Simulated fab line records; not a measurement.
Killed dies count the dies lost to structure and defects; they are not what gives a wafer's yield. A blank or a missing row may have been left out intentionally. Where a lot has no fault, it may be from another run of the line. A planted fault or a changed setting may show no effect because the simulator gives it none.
A struck lot beside a sound one -- flow gf180mcu -- 43 steps out of a route of 602
Sound: the wafers L873.3, L873.5, L873.6. The struck wafers were L891.1, L891.4, L891.5. The cause is named last.
Order at every step that has rows: each side's tool, ch and its chambers, its first start. Under that, the readings that differ: sound wafers -- struck wafers -- difference of the means -- sigmas: that difference in standard deviations of wafers without a fault.
alike: readings with means less than 2 such deviations apart, plus words and numbers identical on both sides. not compared: withheld readings, readings lacking a value on some wafer, bounds such as >300 that could conceal the same value, and numbers that have no deviation in the record and whose values overlap.
Wherever a step has rows on one side only, a row that says differs or no value, or a row with sigmas, the two part there. Numbers that don't overlap but have no deviation are shown without sigmas and don't part them. A reading missing from all wafers of one side parts the sides only when that side holds two or more wafers.

first, 2 steps without rows for these wafers: GF_NWELL_IMPLANT_08; GF_NWELL_IMPLANT_09.
GF_NWELL_STRIP_10: strips in O2/N2.
  sound on plasma asher-03 ch 0,1, day 3 22:28; struck on plasma asher-01 ch 0,1, day 7 19:55
  alike: drypump motor current A, heater power w, n2 flow sccm, o2 flow sccm, oes product au, strip time to endpoint s
  not compared: rf hours counter h
GF_NWELL_TW_MEAS_11:
  sound on film metro-01 at day 3 22:32; struck on film metro-03 at day 7 20:01
reading,sound,struck,difference,sigmas
NWELL_TW,1569 1567 1560,1593 1597 1584,+26,+2
then, 7 steps without rows for these wafers: GF_LVPWELL_DEHYDRATE_00 (time 60 s); GF_LVPWELL_HMDS_01 (prime time 60 s); GF_LVPWELL_COAT_02 (resist thk 3000 nm); GF_LVPWELL_SOFTBAKE_03; GF_LVPWELL_EXPOSE_04 (exposes mask LVPWELL, target cd 600 nm); GF_LVPWELL_PEB_05; GF_LVPWELL_DEVELOP_06 (develop time 60 s).
GF_LVPWELL_OVL_MEAS_07:
  sound on overlay-01 at day 4 11:54; struck on overlay-02 at day 8 12:31
  alike: LVPWELL_OVL
GF_LVPWELL_IMPLANT_08:
  sound on implanter-03 ch 0, day 4 11:59; struck on implanter-02 ch 0, day 8 12:32
reading,sound,struck,difference,sigmas
implant ion amu,11 11 11,31 31 31,+20,
model.implant.rp nm (nm),477 477 477,222.2 222.2 222.2,-254.8,
model.implant.drp nm (nm),102.4 102.4 102.4,68.9 68.9 68.9,-33.5,
  alike: dose ions cm2, end station pressure torr
then, 1 step without rows for these wafers: GF_LVPWELL_IMPLANT_09.
GF_LVPWELL_STRIP_10: strips in O2/N2.
  sound on plasma asher-04 ch 0,1, day 4 12:16; struck on plasma asher-03 ch 0,1, day 8 12:50
  alike: drypump motor current A, heater power w, n2 flow sccm, o2 flow sccm, oes product au, strip time to endpoint s
  not compared: rf hours counter h
GF_LVPWELL_TW_MEAS_11:
  sound on film metro-02 at day 4 12:21; struck on film metro-03 at day 8 12:56
reading,sound,struck,difference,sigmas
LVPWELL_TW,557 560 558,1318 1326 1321,+763,+99 or more
then, 7 steps without rows for these wafers: GF_MVSD_DEHYDRATE_00 (time 60 s); GF_MVSD_HMDS_01 (prime time 60 s); GF_MVSD_COAT_02 (resist thk 3000 nm); GF_MVSD_SOFTBAKE_03; GF_MVSD_EXPOSE_04 (exposes mask MVSD, target cd 1000 nm); GF_MVSD_PEB_05; GF_MVSD_DEVELOP_06 (develop time 60 s).
GF_MVSD_OVL_MEAS_07:
  sound on overlay-01 at day 5 01:37; struck on overlay-01 at day 9 05:47
  alike: MVSD_OVL
then, 2 steps without rows for these wafers: GF_MVSD_IMPLANT_08; GF_MVSD_IMPLANT_09.
GF_MVSD_STRIP_10: strips in O2/N2.
  sound on plasma asher-01 ch 0,1, day 5 01:59; struck on plasma asher-01 ch 0,1, day 9 06:07
  alike: drypump motor current A, heater power w, n2 flow sccm, o2 flow sccm, oes product au, strip time to endpoint s
  not compared: rf hours counter h
GF_MVSD_TW_MEAS_11:
  sound on film metro-01 at day 5 02:04; struck on film metro-01 at day 9 06:13
  alike: MVSD_TW
then, 7 steps without rows for these wafers: GF_MVPSD_DEHYDRATE_00 (time 60 s); GF_MVPSD_HMDS_01 (prime time 60 s); GF_MVPSD_COAT_02 (resist thk 3000 nm); GF_MVPSD_SOFTBAKE_03; GF_MVPSD_EXPOSE_04 (exposes mask MVPSD, target cd 1000 nm); GF_MVPSD_PEB_05; GF_MVPSD_DEVELOP_06 (develop time 60 s).
GF_MVPSD_OVL_MEAS_07:
  sound on overlay-02 at day 5 15:51; struck on overlay-01 at day 9 22:53
  alike: MVPSD_OVL
then, 2 steps without rows for these wafers: GF_MVPSD_IMPLANT_08; GF_MVPSD_IMPLANT_09.
GF_MVPSD_STRIP_10: strips in O2/N2.
  sound on plasma asher-01 ch 0,1, day 5 16:13; struck on plasma asher-02 ch 0,1, day 9 23:13
reading,sound,struck,difference,sigmas
strip time to endpoint s (s),36.74 36.72 36.75,37.02 36.94 37.11,+0.29,+3
  alike: drypump motor current A, heater power w, n2 flow sccm, o2 flow sccm, oes product au
  not compared: rf hours counter h
GF_MVPSD_TW_MEAS_11:
  sound on film metro-02 at day 5 16:18; struck on film metro-02 at day 9 23:19
  alike: MVPSD_TW
then, 2 steps without rows for these wafers: GF_VT_IMPLANT_DEHYDRATE_00 (time 60 s); GF_VT_IMPLANT_HMDS_01 (prime time 60 s).
-- the record jumps here: 3 days lie between the struck wafers' starts before and after --
GF_VT_IMPLANT_RS_MEAS_48: a four-point-probe measurement.
  sound on film metro-02 at day 8 05:49; struck on film metro-02 at day 13 01:52
reading,sound,struck,difference,sigmas
LVPWELL_RS (ohm/sq),1201 1205 1202,- - -,no value on the struck wafers,

== WHERE THEY PART ==
At GF_NWELL_TW_MEAS_11 first; at GF_VT_IMPLANT_RS_MEAS_48 last (within this record only).

WHY: what the simulator had put in
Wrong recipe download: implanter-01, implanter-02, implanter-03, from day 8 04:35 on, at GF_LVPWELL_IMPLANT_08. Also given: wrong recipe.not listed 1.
